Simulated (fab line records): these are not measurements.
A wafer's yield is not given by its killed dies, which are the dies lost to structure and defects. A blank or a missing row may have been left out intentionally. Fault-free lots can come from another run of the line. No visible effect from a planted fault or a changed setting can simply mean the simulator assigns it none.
fab line records ; flow sky130
record: lots: 12; wafers: 36; last-day: 50
route steps=708 shown FIELD_ISO@5 PWDE@47 NWELL@79 VIA1@480 METAL2@483 PAD_OPEN@708
lots that met no fault: from a run of the same line without faults
start-h: hours from the record's first day to the start of the lot's first wafer shown ; wait-h: how many hours have passed since the lot's step before this one ; " identical to the entry in the row above ; L1.1+2: one row covering several wafers at once ; - value missing, or start not given ; * or withheld: withheld ; < > ~ a bound
route shown NAME@n: NAME is a module with steps in the file, n the number in the route of the first one ; usual: mean/standard deviation of fault-free wafers ; same: alike in all rows ; chamber/n: place in a boat ; sites: readings site by site ; _std_site: the standard deviation of these ; _edge_site: mean of outer sites minus mean of inner sites ; radius-mm: for every site, how far away it sits from the centre of the wafer ; mask NAME#n: copy n ; behind: tool/chamber where the wafer was last shaped ; hold: why the lot went on hold/how many hours it stayed there/how the hold came to an end ; device: the transistor (n, p or np) that didn't switch ; end of line: the route-end tests of the same wafers ; a step with no rows: only its recipe ; killed: at the first sort, the dies lost to defects and structure; wafer yield is something else ; map: shows each die of a wafer: x if killed, . if not, _ if none is there
set.NAME: the run value of the setting; set.NAME@STEP: its run value at that earlier step ; model.NAME: the simulator's own value behind a step, which no gauge read
the route's steps for a sample of lots (tables are steps, rows are wafers)
services: when a tool's chamber went out of use (start-h, in hours from the record's first day, below 0 if earlier), for how many hours, and the reason
== steps ==
step: SKY_FIELD_ISO_THK_MEAS_04
recipe: reads: Si3N4_of_FIELD_ISO_CVD_03
usual: FIELD_ISO_CVD_03_THK: 165.6/1.5
lot.wafer;tool;chamber;start-h;wait-h;FIELD_ISO_CVD_03_THK[nm]
L251.3;film-metro-02;-;13.50;0.0;165.0
L251.5;film-metro-02;-;13.50;0.0;167.8
L251.6;film-metro-02;-;13.50;0.0;167.9
L254.1;film-metro-03;-;28.72;0.0;162.0
L254.2;film-metro-03;-;28.72;0.0;164.4
L254.4;film-metro-03;-;28.72;0.0;164.1
L255.4;film-metro-02;-;35.57;0.0;167.3
L255.5;film-metro-02;-;35.57;0.0;166.3
L255.6;film-metro-02;-;35.57;0.0;167.0
L256.1;film-metro-02;-;39.48;0.0;165.5
L256.2;film-metro-02;-;39.48;0.0;167.1
L256.6;film-metro-02;-;39.48;0.0;166.7
L257.2;film-metro-02;-;44.53;0.0;168.5
L257.3;film-metro-02;-;44.53;0.0;167.7
L257.6;film-metro-02;-;44.53;0.0;168.6
L264.1;film-metro-02;-;79.68;0.0;163.1
L264.5;film-metro-02;-;79.68;0.0;164.5
L264.6;film-metro-02;-;79.68;0.0;163.8
L265.3;film-metro-03;-;84.98;0.0;167.8
L265.4;film-metro-03;-;84.98;0.0;167.4
L265.6;film-metro-03;-;84.98;0.0;167.8
L266.2;film-metro-01;-;90.57;0.0;165.8
L266.4;film-metro-01;-;90.57;0.0;165.5
L266.5;film-metro-01;-;90.57;0.0;163.7
L269.2;film-metro-01;-;104.84;0.0;166.0
L269.3;film-metro-01;-;104.84;0.0;165.3
L269.6;film-metro-01;-;104.84;0.0;164.9
L270.2;film-metro-02;-;109.75;0.0;165.1
L270.5;film-metro-02;-;109.75;0.0;163.1
L270.6;film-metro-02;-;109.75;0.0;164.6
L271.2;film-metro-02;-;114.01;0.0;165.5
L271.3;film-metro-02;-;114.01;0.0;166.1
L271.5;film-metro-02;-;114.01;0.0;164.9
L274.2;film-metro-02;-;130.01;0.0;165.1
L274.3;film-metro-02;-;130.01;0.0;165.5
L274.4;film-metro-02;-;130.01;0.0;163.5
step: SKY_PWDE_COAT_02
recipe: spin-rpm: 2000; resist-thk-nm: 3000
usual: chill-plate-temp-C: 23.00/0.1; dispense-pressure-kPa: 48.9/1.1
lot.wafer;tool;chamber;start-h;wait-h;chill-plate-temp-C;dispense-pressure-kPa
L251.3;litho-track-03;0;58.43;0.1;23.10;47.1
L251.5;litho-track-03;0;58.43;0.1;23.05;47.1
L251.6;litho-track-03;0;58.43;0.1;22.93;47.1
L254.1;litho-track-04;0;75.01;0.1;23.15;49.5
L254.2;litho-track-04;0;75.01;0.1;23.06;49.4
L254.4;litho-track-04;0;75.01;0.1;23.03;49.5
L255.4;litho-track-04;-;82.84;0.1;-;-
L255.5;litho-track-04;-;82.84;0.1;-;-
L255.6;litho-track-04;-;82.84;0.1;-;-
L256.1;litho-track-04;-;85.26;0.1;-;-
L256.2;litho-track-04;-;85.26;0.1;-;-
L256.6;litho-track-04;-;85.26;0.1;-;-
L257.2;litho-track-01;-;91.45;0.1;-;-
L257.3;litho-track-01;-;91.45;0.1;-;-
L257.6;litho-track-01;-;91.45;0.1;-;-
L264.1;litho-track-01;0;131.12;0.1;23.00;49.7
L264.5;litho-track-01;0;131.12;0.1;22.96;49.6
L264.6;litho-track-01;0;131.12;0.1;22.86;49.6
L265.3;litho-track-03;0;136.28;0.1;23.07;47.0
L265.4;litho-track-03;0;136.28;0.1;22.98;47.0
L265.6;litho-track-03;0;136.28;0.1;22.96;47.0
L266.2;litho-track-04;0;141.79;0.1;22.99;49.5
L266.4;litho-track-04;0;141.79;0.1;23.20;49.5
L266.5;litho-track-04;0;141.79;0.1;23.14;49.5
L269.2;litho-track-01;0;156.55;0.1;23.01;49.7
L269.3;litho-track-01;0;156.55;0.1;23.09;49.6
L269.6;litho-track-01;0;156.55;0.1;22.94;49.6
L270.2;litho-track-01;0;164.00;0.1;23.05;49.6
L270.5;litho-track-01;0;164.00;0.1;23.14;49.6
L270.6;litho-track-01;0;164.00;0.1;23.10;49.6
L271.2;litho-track-01;0;171.50;0.1;23.01;49.6
L271.3;litho-track-01;0;171.50;0.1;22.94;49.7
L271.5;litho-track-01;0;171.50;0.1;23.07;49.6
L274.2;litho-track-01;0;188.10;0.1;23.10;49.6
L274.3;litho-track-01;0;188.10;0.1;22.90;49.6
L274.4;litho-track-01;0;188.10;0.1;23.03;49.7
step: SKY_PWDE_OVL_MEAS_07
usual: PWDE_OVL: -0.3/1.5
lot.wafer;tool;chamber;start-h;wait-h;PWDE_OVL[nm]
L251.3;overlay-02;-;67.07;-;-1.0
L251.5;overlay-02;-;67.07;-;-0.2
L251.6;overlay-02;-;67.07;-;-0.2
L254.1;overlay-01;-;83.68;-;0.8
L254.2;overlay-01;-;83.68;-;0.4
L254.4;overlay-01;-;83.68;-;1.2
L255.4;overlay-01;-;91.88;-;-
L255.5;overlay-01;-;91.88;-;-
L255.6;overlay-01;-;91.88;-;-
L256.1;overlay-01;-;93.63;-;-
L256.2;overlay-01;-;93.63;-;-
L256.6;overlay-01;-;93.63;-;-
L257.2;overlay-01;-;99.59;-;-
L257.3;overlay-01;-;99.59;-;-
L257.6;overlay-01;-;99.59;-;-
L264.1;overlay-01;-;140.08;-;-0.2
L264.5;overlay-01;-;140.08;-;-0.8
L264.6;overlay-01;-;140.08;-;0.8
L265.3;overlay-01;-;145.52;-;-4.1
L265.4;overlay-01;-;145.52;-;-3.5
L265.6;overlay-01;-;145.52;-;-2.8
L266.2;overlay-01;-;151.79;-;1.6
L266.4;overlay-01;-;151.79;-;0.2
L266.5;overlay-01;-;151.79;-;0.4
L269.2;overlay-02;-;167.28;-;-1.2
L269.3;overlay-02;-;167.28;-;-0.8
L269.6;overlay-02;-;167.28;-;-3.6
L270.2;overlay-02;-;174.64;-;2.4
L270.5;overlay-02;-;174.64;-;2.6
L270.6;overlay-02;-;174.64;-;0.4
L271.2;overlay-01;-;182.03;-;-1.1
L271.3;overlay-01;-;182.03;-;-1.5
L271.5;overlay-01;-;182.03;-;0.4
L274.2;overlay-02;-;198.64;-;0.5
L274.3;overlay-02;-;198.64;-;0.6
L274.4;overlay-02;-;198.64;-;-0.4
step: SKY_NWELL_TW_MEAS_26
usual: NWELL_2_TW: 503.6/3
lot.wafer;tool;chamber;start-h;wait-h;NWELL_2_TW
L251.3;film-metro-04;-;100.77;0.1;504.0
L251.5;film-metro-04;-;100.77;0.1;505.1
L251.6;film-metro-04;-;100.77;0.1;507.3
L254.1;film-metro-03;-;119.50;0.1;501.6
L254.2;film-metro-03;-;119.50;0.1;501.0
L254.4;film-metro-03;-;119.50;0.1;502.7
L255.4;film-metro-04;-;128.33;0.1;556.7
L255.5;film-metro-04;-;128.33;0.1;556.0
L255.6;film-metro-04;-;128.33;0.1;560.7
L256.1;film-metro-04;-;129.26;0.1;555.0
L256.2;film-metro-04;-;129.26;0.1;557.1
L256.6;film-metro-04;-;129.26;0.1;558.2
L257.2;film-metro-01;-;136.01;0.1;555.1
L257.3;film-metro-01;-;136.01;0.1;551.4
L257.6;film-metro-01;-;136.01;0.1;549.3
L264.1;film-metro-04;-;180.15;0.1;507.1
L264.5;film-metro-04;-;180.15;0.1;509.0
L264.6;film-metro-04;-;180.15;0.1;507.1
L265.3;film-metro-04;-;186.63;0.1;504.6
L265.4;film-metro-04;-;186.63;0.1;509.6
L265.6;film-metro-04;-;186.63;0.1;508.0
L266.2;film-metro-04;-;193.01;0.1;503.1
L266.4;film-metro-04;-;193.01;0.1;503.6
L266.5;film-metro-04;-;193.01;0.1;502.6
L269.2;film-metro-03;-;210.56;0.1;506.0
L269.3;film-metro-03;-;210.56;0.1;505.3
L269.6;film-metro-03;-;210.56;0.1;508.8
L270.2;film-metro-03;-;216.52;0.1;503.9
L270.5;film-metro-03;-;216.52;0.1;501.5
L270.6;film-metro-03;-;216.52;0.1;502.3
L271.2;film-metro-04;-;226.46;0.1;506.6
L271.3;film-metro-04;-;226.46;0.1;505.0
L271.5;film-metro-04;-;226.46;0.1;505.6
L274.2;film-metro-03;-;242.71;0.1;502.6
L274.3;film-metro-03;-;242.71;0.1;503.9
L274.4;film-metro-03;-;242.71;0.1;504.4
step: SKY_VIA1_RS_MEAS_22
recipe: thk-meas-gauge: four-point-probe; reads: W_of_VIA1_CVD_21+TiN_of_VIA1_SPUTTER_20
usual: VIA1_W_RS: 0.425/0.0057
lot.wafer;tool;chamber;start-h;wait-h;VIA1_W_RS[ohm/sq]
L251.3;film-metro-02;-;777.18;0.1;0.435
L251.5;film-metro-02;-;777.18;0.1;0.432
L251.6;film-metro-02;-;777.18;0.1;0.432
L254.1;film-metro-02;-;806.30;0.1;0.435
L254.2;film-metro-02;-;806.30;0.1;0.427
L254.4;film-metro-02;-;806.30;0.1;0.432
L255.4;film-metro-02;-;835.96;0.1;0.419
L255.5;film-metro-02;-;835.96;0.1;0.418
L255.6;film-metro-02;-;835.96;0.1;0.424
L257.2;film-metro-04;-;836.16;0.1;0.422
L257.3;film-metro-04;-;836.16;0.1;0.424
L257.6;film-metro-04;-;836.16;0.1;0.421
L256.1;film-metro-01;-;838.46;0.1;0.422
L256.2;film-metro-01;-;838.46;0.1;0.424
L256.6;film-metro-01;-;838.46;0.1;0.420
L264.1;film-metro-04;-;891.13;0.1;0.422
L264.5;film-metro-04;-;891.13;0.1;0.423
L264.6;film-metro-04;-;891.13;0.1;0.425
L265.3;film-metro-01;-;896.80;0.1;0.421
L265.4;film-metro-01;-;896.80;0.1;0.423
L265.6;film-metro-01;-;896.80;0.1;0.425
L266.2;film-metro-04;-;901.36;0.1;0.421
L266.4;film-metro-04;-;901.36;0.1;0.428
L266.5;film-metro-04;-;901.36;0.1;0.426
L269.2;film-metro-02;-;921.52;0.1;0.420
L269.3;film-metro-02;-;921.52;0.1;0.430
L269.6;film-metro-02;-;921.52;0.1;0.429
L270.2;film-metro-01;-;931.97;0.1;0.418
L270.5;film-metro-01;-;931.97;0.1;0.417
L270.6;film-metro-01;-;931.97;0.1;0.414
L271.2;film-metro-01;-;940.53;0.1;0.434
L271.3;film-metro-01;-;940.53;0.1;0.428
L271.5;film-metro-01;-;940.53;0.1;0.431
L274.2;film-metro-02;-;955.01;0.1;0.429
L274.3;film-metro-02;-;955.01;0.1;0.435
L274.4;film-metro-02;-;955.01;0.1;0.437
step: SKY_METAL2_SPUTTER_00
recipe: material: Ti; target-thk-nm: 15; power-w: 3000; time-s: 10; chamber-pressure-pa: 0.4
usual: cathode-dc-power-W: 2999.9/0.53; throttle-valve-pct: 30.3/0.82
lot.wafer;tool;chamber;start-h;wait-h;cathode-dc-power-W;throttle-valve-pct
L251.3;pvd-sputter-03;-;777.62;0.1;3000.2;29.9
L251.5;pvd-sputter-03;-;777.62;0.1;2999.5;31.0
L251.6;pvd-sputter-03;-;777.62;0.1;2999.8;31.6
L254.1;pvd-sputter-03;-;806.78;0.2;2999.6;30.0
L254.2;pvd-sputter-03;-;806.78;0.2;2999.7;31.6
L254.4;pvd-sputter-03;-;806.78;0.2;2999.5;31.2
L255.4;pvd-sputter-03;-;836.38;0.2;3000.2;29.5
L255.5;pvd-sputter-03;-;836.38;0.2;3000.3;29.6
L255.6;pvd-sputter-03;-;836.38;0.2;2998.6;31.4
L257.2;pvd-sputter-01;-;836.68;0.1;3001.0;30.0
L257.3;pvd-sputter-01;-;836.68;0.1;2999.9;30.4
L257.6;pvd-sputter-01;-;836.68;0.1;3000.7;30.6
L256.1;pvd-sputter-03;-;838.94;0.2;3000.1;29.9
L256.2;pvd-sputter-03;-;838.94;0.2;2999.9;30.3
L256.6;pvd-sputter-03;-;838.94;0.2;2999.6;29.8
L264.1;pvd-sputter-03;-;891.61;0.1;2999.5;31.4
L264.5;pvd-sputter-03;-;891.61;0.1;3000.5;29.6
L264.6;pvd-sputter-03;-;891.61;0.1;3000.0;31.3
L265.3;pvd-sputter-03;-;897.24;0.2;3000.2;31.6
L265.4;pvd-sputter-03;-;897.24;0.2;2999.0;29.6
L265.6;pvd-sputter-03;-;897.24;0.2;3000.7;31.4
L266.2;pvd-sputter-02;-;901.82;0.1;2999.7;29.6
L266.4;pvd-sputter-02;-;901.82;0.1;3000.2;29.9
L266.5;pvd-sputter-02;-;901.82;0.1;3000.2;29.8
L269.2;pvd-sputter-03;-;921.98;0.2;3000.4;30.2
L269.3;pvd-sputter-03;-;921.98;0.2;3000.0;29.3
L269.6;pvd-sputter-03;-;921.98;0.2;2999.0;31.4
L270.2;pvd-sputter-03;-;932.43;0.2;2999.0;29.7
L270.5;pvd-sputter-03;-;932.43;0.2;3000.0;31.3
L270.6;pvd-sputter-03;-;932.43;0.2;3001.3;31.0
L271.2;pvd-sputter-03;-;940.99;0.1;2998.6;31.0
L271.3;pvd-sputter-03;-;940.99;0.1;3000.1;29.8
L271.5;pvd-sputter-03;-;940.99;0.1;3000.7;31.6
L274.2;pvd-sputter-01;-;955.47;0.2;3001.0;28.8
L274.3;pvd-sputter-01;-;955.47;0.2;2999.5;30.5
L274.4;pvd-sputter-01;-;955.47;0.2;3000.0;30.7
step: SKY_PAD_OPEN_PROBE_99
usual: killed_at_M0_to_M3: 44/6.6; killed_at_M4_up: 3.0/2; killed-at-contacts: 24/5.1; killed-at-front-end: 15/4.1; killed-at-other: 0.4/0.62; killed-dies: 86/9.3; killed-on-rim: 17/3.7; killed-open: 46/6.8; killed-short: 40/5.8
same: gross-dies: 492; killed-at-back-side: 0
lot.wafer;tool;chamber;start-h;wait-h;killed_at_M0_to_M3;killed_at_M4_up;killed-at-contacts;killed-at-front-end;killed-at-other;killed-dies;killed-on-rim;killed-open;killed-short
L255.4;prober-02;-;1106.61;0.2;49;0;27;416;0;492;96;57;36
L255.5;prober-02;-;1106.66;0.2;47;3;32;410;0;492;96;53;42
L255.6;prober-02;-;1106.71;0.2;46;5;28;413;0;492;96;47;45
L257.2;prober-01;-;1107.83;0.1;50;4;20;418;0;492;96;42;48
L257.3;prober-01;-;1107.88;0.2;54;3;24;411;0;492;96;54;40
L257.6;prober-01;-;1108.03;0.2;33;3;30;426;0;492;96;51;33
L256.1;prober-02;-;1111.13;0.1;38;5;25;424;0;492;96;51;33
L256.2;prober-02;-;1111.18;0.1;28;0;13;451;0;492;96;32;27
L256.6;prober-02;-;1111.38;0.2;39;3;19;431;0;492;96;45;32
L264.1;prober-02;-;1147.65;0.1;42;2;24;8;0;76;13;43;33
L264.5;prober-02;-;1147.85;0.2;34;3;23;12;0;72;10;39;31
L264.6;prober-02;-;1147.90;0.2;41;4;24;15;0;84;17;38;45
L265.3;prober-01;-;1150.60;0.2;47;5;31;18;0;101;15;51;50
L265.4;prober-01;-;1150.65;0.2;64;2;20;14;1;101;20;59;42
L265.6;prober-01;-;1150.75;0.2;45;2;22;11;0;80;21;44;36
killed by level:class
L255.4 PWDE:area-expose=399 VIA3:geometric-particle:open=14 VIA1:geometric-particle:open=10 LI_CONTACT:geometric-particle:open=8 CONTACT:geometric-particle:open=7 LOCAL_INTERCONNECT:geometric-particle:short=6 FIELD_ISO:geometric-particle:short=5 POLY_GATE:geometric-particle:open=5
L255.5 PWDE:area-expose=395 VIA1:geometric-particle:open=14 CONTACT:geometric-particle:open=9 LI_CONTACT:geometric-particle:short=6 VIA2:geometric-particle:open=6 POLY_GATE:geometric-particle:short=5 VIA3:geometric-particle:open=5 LI_CONTACT:geometric-particle:open=5
L255.6 PWDE:area-expose=398 VIA1:geometric-particle:short=9 LI_CONTACT:geometric-particle:open=9 VIA1:geometric-particle:open=9 METAL1:geometric-particle:short=7 CONTACT:geometric-particle:open=7 VIA2:geometric-particle:open=7 POLY_GATE:geometric-particle:short=5
L257.2 PWDE:area-expose=402 METAL2:geometric-particle:short=10 VIA2:geometric-particle:open=9 LI_CONTACT:geometric-particle:open=8 METAL1:geometric-particle:short=7 CONTACT:geometric-particle:open=6 VIA1:geometric-particle:open=6 VIA2:geometric-particle:short=6
L257.3 PWDE:area-expose=396 CONTACT:geometric-particle:open=13 VIA1:geometric-particle:open=11 VIA2:geometric-particle:open=11 VIA1:geometric-particle:short=6 VIA3:geometric-particle:open=6 CONTACT:geometric-particle:short=5 VIA2:geometric-particle:short=4
L257.6 PWDE:area-expose=408 CONTACT:geometric-particle:open=15 VIA1:geometric-particle:open=11 FIELD_ISO:geometric-particle:open=7 CONTACT:geometric-particle:short=7 LI_CONTACT:geometric-particle:open=5 VIA2:geometric-particle:open=5 FIELD_ISO:geometric-particle:short=4
L256.1 PWDE:area-expose=408 CONTACT:geometric-particle:open=11 VIA1:geometric-particle:open=10 FIELD_ISO:geometric-particle:open=6 LI_CONTACT:geometric-particle:open=6 VIA1:geometric-particle:short=6 VIA3:geometric-particle:open=6 METAL1:geometric-particle:short=5
L256.2 PWDE:area-expose=433 CONTACT:geometric-particle:open=7 VIA1:geometric-particle:open=7 FIELD_ISO:geometric-particle:open=5 POLY_GATE:geometric-particle:open=5 VIA1:geometric-particle:short=5 CONTACT:geometric-particle:short=4 METAL2:geometric-particle:short=3
L256.6 PWDE:area-expose=415 CONTACT:geometric-particle:open=8 VIA1:geometric-particle:open=8 VIA2:geometric-particle:open=8 VIA3:geometric-particle:open=7 POLY_GATE:geometric-particle:short=5 CONTACT:geometric-particle:short=5 LI_CONTACT:geometric-particle:open=4
L264.1 VIA3:geometric-particle:open=10 VIA1:geometric-particle:open=8 VIA2:geometric-particle:open=7 LI_CONTACT:geometric-particle:open=6 CONTACT:geometric-particle:open=6 FIELD_ISO:geometric-particle:short=5 CONTACT:geometric-particle:short=4 LI_CONTACT:geometric-particle:short=3
L264.5 CONTACT:geometric-particle:open=9 METAL1:geometric-particle:short=6 VIA2:geometric-particle:open=6 VIA3:geometric-particle:open=6 FIELD_ISO:geometric-particle:short=5 LI_CONTACT:geometric-particle:open=5 METAL3:geometric-particle:short=5 VIA1:geometric-particle:open=4
L264.6 VIA1:geometric-particle:open=9 CONTACT:geometric-particle:open=9 METAL1:geometric-particle:short=8 VIA2:geometric-particle:open=8 FIELD_ISO:geometric-particle:short=7 CONTACT:geometric-particle:short=6 METAL2:geometric-particle:short=5 LI_CONTACT:geometric-particle:open=4
L265.3 CONTACT:geometric-particle:open=13 LI_CONTACT:geometric-particle:open=11 METAL1:geometric-particle:short=10 VIA1:geometric-particle:open=8 METAL2:geometric-particle:short=6 POLY_GATE:geometric-particle:short=5 VIA1:geometric-particle:short=5 VIA3:geometric-particle:open=5
L265.4 VIA1:geometric-particle:open=15 VIA3:geometric-particle:open=12 METAL1:geometric-particle:short=8 VIA2:geometric-particle:open=7 CONTACT:geometric-particle:open=7 VIA1:geometric-particle:short=7 POLY_GATE:geometric-particle:open=6 LI_CONTACT:geometric-particle:open=5
L265.6 VIA1:geometric-particle:open=12 CONTACT:geometric-particle:open=10 VIA1:geometric-particle:short=7 LI_CONTACT:geometric-particle:open=6 VIA3:geometric-particle:short=6 VIA2:geometric-particle:open=5 FIELD_ISO:geometric-particle:open=4 CONTACT:geometric-particle:short=4
== services ==
tool;chamber;start-h;hours;kind
pvd-sputter-02;-;43.54;5.0;repair
pvd-sputter-02;-;52.60;1.0;repair
pvd-sputter-01;-;61.56;4.7;repair
pvd-sputter-03;-;104.67;3.3;repair
pvd-sputter-03;-;115.50;1.9;repair
pvd-sputter-02;-;186.50;7.3;repair
pvd-sputter-01;-;273.73;1.7;repair
pvd-sputter-03;-;290.44;1.8;repair
pvd-sputter-03;-;328.24;4.1;repair
pvd-sputter-02;-;372.92;0.9;repair
pvd-sputter-03;-;398.07;1.0;repair
pvd-sputter-01;-;439.34;2.5;repair
pvd-sputter-01;-;480.31;3.7;repair
pvd-sputter-02;-;504.27;7.9;repair
pvd-sputter-02;-;513.22;8.9;repair
pvd-sputter-03;-;521.77;13.6;repair
pvd-sputter-02;-;581.85;8.2;repair
pvd-sputter-03;-;632.92;2.7;repair
pvd-sputter-02;-;655.62;3.2;repair
pvd-sputter-02;-;668.95;0.9;repair
pvd-sputter-01;-;744.41;60.3;repair
pvd-sputter-01;-;748.20;5.6;repair
pvd-sputter-01;-;915.19;2.7;repair
pvd-sputter-01;-;923.58;3.6;repair
== key ==
first-sign: step: SKY_PWDE_COAT_02; reading: tool-record; direction: missing
effect: step: SKY_PWDE_OVL_MEAS_07; reading: PWDE_OVL; direction: missing
effect: step: SKY_NWELL_TW_MEAS_26; reading: NWELL_2_TW; direction: up; sigmas: 17; usual: 503.6; struck: 555.5
effect: step: SKY_PAD_OPEN_PROBE_99; reading: killed-at-front-end; direction: up; sigmas: 99+; usual: 15; struck: 422
more-kills-born-at: SKY_PWDE_EXPOSE_04@iline-stepper-01: 2462; SKY_PWDE_EXPOSE_04@iline-stepper-02: 1192
met-at SKY_PWDE_COAT_02
struck-lots L255,L256,L257
tester-left-out L255,L256,L257
not-acting-at SKY_FIELD_ISO_THK_MEAS_04,SKY_VIA1_RS_MEAS_22,SKY_METAL2_SPUTTER_00
onset-between 75.01 82.84
fault: kind: skipped-step-whole; tool: litho-track-01,litho-track-04; chamber: -; onset-h: 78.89; steps: SKY_PWDE_COAT_02; scope: struck-lots-only
tester-left-out: of these lots the tester's yield and bins aren't shown, on N5 and GAA mostly nor the transistor test; their killed dies are dies lost to structure and defects alone, not to doping, threshold or leakage, so they don't give the yield
